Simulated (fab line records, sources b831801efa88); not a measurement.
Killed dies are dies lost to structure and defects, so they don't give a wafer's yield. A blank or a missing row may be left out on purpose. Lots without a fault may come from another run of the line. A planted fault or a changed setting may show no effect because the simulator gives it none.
Which tool did it? | flow sfq_line | 7 lots, 21 wafers sampled, at 2 steps of a route of 325

WHAT THE GAUGES READ, wafer by wafer
SFQ_L0_RS_MEAS_901: measures by four-point-probe.
lot  | measured    | on            | L0_MONX_KI_RS (ohm/sq)
L415 | day 1 17:34 | film_metro-04 | 44.6 43.8 43.9
L418 | day 2 08:34 | film_metro-03 | 42.9 43.3 44.5
L420 | day 2 18:34 | film_metro-02 | 43.9 43.4 43.4
L422 | day 3 04:35 | film_metro-04 | 87.0 43.6 43.9
L425 | day 3 19:34 | film_metro-03 | 43.8 43.2 43.6
L433 | day 5 11:34 | film_metro-04 | 42.9 43.2 43.2
L437 | day 6 07:34 | film_metro-03 | 43.8 43.5 43.7

WHICH TOOL RAN EACH LOT (tool, then ch and the chambers of the sampled wafers, then the start)
lot  | SFQ_TRILAYER_L0_DEP_SPUTTER_003
L415 | pvd_sputter-06, day 1 17:29
L418 | pvd_sputter-06, day 2 08:29
L420 | pvd_sputter-04, day 2 18:29
L422 | pvd_sputter-06, day 3 04:29
L425 | pvd_sputter-05, day 3 19:29
L433 | pvd_sputter-05, day 5 11:29
L437 | pvd_sputter-05, day 6 07:29
- SFQ_TRILAYER_L0_DEP_SPUTTER_003: material MoNx KI, target thk 40 nm, time 100 s.

THE ANSWER, worked out from the rows above alone
Rule: what is usual is taken from the lots themselves. Put in order of their means at a reading, lots are off if they are a third of the lots or fewer, leave a main group of 4 or more, and stand apart from it by a gap of 3 or more times the standard deviation of the main group's means; of several such gaps the widest counts. A main group whose means are all the same, to the digits that the tables above print for the reading, isn't used. A lot without any number at a reading at which 4 lots or more have one is off too. The other lots that the step has rows for count as sound.
Off: L422, at SFQ_L0_RS_MEAS_901 (L0_MONX_KI_RS). The main group: mean 43.6 ohm/sq, standard deviation 0.29.
A tool fits if, at a process step before that reading, it ran every lot that is off, and no sound lot after the first of them. The gauges at SFQ_L0_RS_MEAS_901 are tried like those tools. One fits: pvd_sputter-06 at SFQ_TRILAYER_L0_DEP_SPUTTER_003. Its last sound lot is L418 (day 2 08:29), its first lot that is off L422 (day 3 04:29): a fault that began between those two fits.

WHAT THE SIMULATOR HAD PUT IN
Process parameter drift: pvd_sputter-06, from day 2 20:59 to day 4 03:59, at SFQ_TRILAYER_L0_DEP_SPUTTER_003. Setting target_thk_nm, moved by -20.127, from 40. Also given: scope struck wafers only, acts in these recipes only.
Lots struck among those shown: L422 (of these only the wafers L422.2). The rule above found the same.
